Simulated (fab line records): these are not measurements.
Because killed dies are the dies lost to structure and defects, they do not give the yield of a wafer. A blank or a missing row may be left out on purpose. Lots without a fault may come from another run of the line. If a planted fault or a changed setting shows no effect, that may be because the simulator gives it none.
A struck lot beside a sound one :: flow sky130 :: 20 steps out of a route of 708
Sound: the wafers L391.3, L391.4, L391.6. Struck: wafers L396.1, L396.3, L396.5. The cause comes at the end.
For every step that has rows: the tool of each side, followed by ch and its chambers, followed by its first start. Under that, the readings that differ: sound wafers :: struck wafers :: difference of the means :: sigmas: that difference in standard deviations of wafers without a fault.
alike: a reading whose means differ by less than 2 such deviations, as well as words and numbers matching on both sides. not compared: withheld readings; readings where some wafer has no value; bounds like >300 that might hide an equal value; numbers whose values overlap and for which the record gives no deviation.
The two part at a step that has a row with sigmas, a row that says differs or no value, or rows on one side only. Numbers that have no deviation but don't overlap get no sigmas and don't part them. A reading that every wafer of one side lacks parts them only if that side has two wafers or more.

first, 4 steps without rows for these wafers: SKY_NWELL_SOFTBAKE_06; SKY_NWELL_EXPOSE_07 (exposes mask NWM, target cd 840 nm); SKY_NWELL_PEB_08; SKY_NWELL_DEVELOP_09 (develop time 60 s).
SKY_NWELL_OVL_MEAS_10:
  struck on overlay-01, day 5 19:10; sound on overlay-02, day 4 16:20
  alike: NWELL_00_OVL
then, 3 steps without rows for these wafers: SKY_NWELL_IMPLANT_11; SKY_NWELL_IMPLANT_12; SKY_NWELL_IMPLANT_13.
SKY_NWELL_STRIP_14: strips in O2/N2.
  sound on plasmaAsher-02 ch 0,1, day 4 16:51; struck on plasmaAsher-03 ch 0,1, day 5 19:40
  alike: drypumpMotorCurrentA, oesProductAu, stripTimeToEndpointS
  not compared: rfHoursCounterH
SKY_NWELL_TW_MEAS_15:
  struck on filmMetro-02, day 5 19:46; sound on filmMetro-03, day 4 16:56
  alike: NWELL_TW
then, 2 steps without rows for these wafers: SKY_NWELL_DEHYDRATE_16 (time 60 s); SKY_NWELL_HMDS_17 (prime time 60 s).
SKY_NWELL_COAT_18: resist thk 3000 nm.
  sound on lithoTrack-03 ch 0, day 5 00:58; struck on lithoTrack-04, day 6 04:50
  no value came back on the struck wafers for chillPlateTempC (C), dispensePressureKPa (kPa), exhaustPa (Pa), spinSpeedRpm (rpm); on the sound wafers chillPlateTempC (C) reads 22.90 22.83 22.91
then, 3 steps without rows for these wafers: SKY_NWELL_SOFTBAKE_19; SKY_NWELL_EXPOSE_20 (exposes mask NWM COMPLEMENT, target cd 840 nm); SKY_NWELL_PEB_21.
SKY_NWELL_DEVELOP_22: develop time 57.6 s.
  sound on lithoTrack-04 ch 0; struck on lithoTrack-02 ch 0
reading: model.NWELL.cdNm (nm)
sound: 833.1 830.3 830.9
struck: 837.8 837 838.2
difference: +6.2
sigmas: 
  alike: chillPlateTempC, exhaustPa
SKY_NWELL_OVL_MEAS_23:
  struck on overlay-02, day 6 14:20; sound on overlay-02, day 5 09:56
reading: NWELL_01_OVL (nm)
sound: -0.3 -1.7 -0.4
struck: - - -
difference: no value on the struck wafers
sigmas: 
then, 1 step without rows for these wafers: SKY_NWELL_IMPLANT_24.
-- the record jumps here: 41 days lie between the struck wafers' starts before and after (it left off in module NWELL and takes up again in module PAD_OPEN, whose first step shown is number 708 of the route) --
SKY_PAD_OPEN_PROBE_99:
  struck on prober-02, day 47 02:58; sound on prober-01, day 45 17:18
reading: killedAtFrontEnd
sound: 17 14 16
struck: 421 424 413
difference: +404
sigmas: +81

reading: killedDies
sound: 86 76 88
struck: 492 492 492
difference: +409
sigmas: +47

reading: killedOnRim
sound: 19 21 23
struck: 96 96 96
difference: +75
sigmas: +19
  alike: killed_at_M0_to_M3, killed_at_M4_up, killedAtContacts, killedAtOther, killedOpen, killedShort

## WHERE THEY PART
Last at SKY_PAD_OPEN_PROBE_99 as far as this record goes, first at SKY_NWELL_COAT_18.

WHY: what had been put in by the simulator
Whole step skipped at SKY_NWELL_COAT_18 on lithoTrack-04, starting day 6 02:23. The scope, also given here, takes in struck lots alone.
